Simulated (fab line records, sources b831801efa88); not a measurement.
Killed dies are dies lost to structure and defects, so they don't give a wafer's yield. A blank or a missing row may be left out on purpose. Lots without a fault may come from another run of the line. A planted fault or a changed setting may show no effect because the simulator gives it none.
Chamber matching | flow gf180mcu | GF_V5_ETCH_16 on rie_diel-01: 4 sister chambers
The step etches BARC in N2/H2. 8 wafers are shown with their chamber, then 7 later ones without.

WAFERS WITH THEIR CHAMBER
wafer  | chamber | rf_fwd_power_W (W) | throttle_valve_pct (%)
L913.3 | 0       | 492.9              | 13.228
L913.4 | 2       | 495.6              | 13.217
L916.2 | 3       | 499.8              | 13.226
L916.3 | 0       | 494.8              | 13.236
L918.4 | 3       | 496.0              | 13.230
L918.6 | 1       | 496.3              | 13.231
L928.2 | 1       | 493.5              | 13.219
L928.4 | 2       | 493.0              | 13.221

WAFERS WITHOUT THEIR CHAMBER
wafer  | rf_fwd_power_W (W) | throttle_valve_pct (%)
L928.5 | 494.0              | 13.232
L931.1 | 494.8              | 13.227
L931.4 | 495.8              | 13.227
L931.5 | 493.9              | 13.233
L933.1 | 493.9              | 13.220
L933.5 | 495.9              | 13.222
L933.6 | 494.7              | 13.223

WHICH CHAMBER EACH WENT THROUGH
wafer  | from the rows above               | in truth
L928.5 | can't be placed: 0 or 1 or 3      | 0
L931.1 | can't be placed: 1 or 0 or 2 or 3 | 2
L931.4 | can't be placed: 1 or 3 or 0 or 2 | 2
L931.5 | can't be placed: 0 or 1 or 3      | 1
L933.1 | can't be placed: 2 or 1 or 0      | 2
L933.5 | can't be placed: 1 or 2 or 3 or 0 | 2
L933.6 | can't be placed: 1 or 2 or 0 or 3 | 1
Placed correctly: 0 of 7. Can't be placed from these rows: 7 (the true chamber is among the candidates in 7). Placed wrongly: 0.
How it was worked out, from the rows above alone: a wafer's distance from a chamber is the root of the sum, over the readings, of the square of ((its reading less the chamber's mean) divided by the reading's scatter). The wafer belongs to the nearest chamber; if the next one is less than 2 further off, it can't be placed. A chamber's mean is the mean of its shown wafers. The scatter: the root of (the sum of the squares of (reading less its chamber's mean) over the shown wafers, divided by (wafers less chambers)).
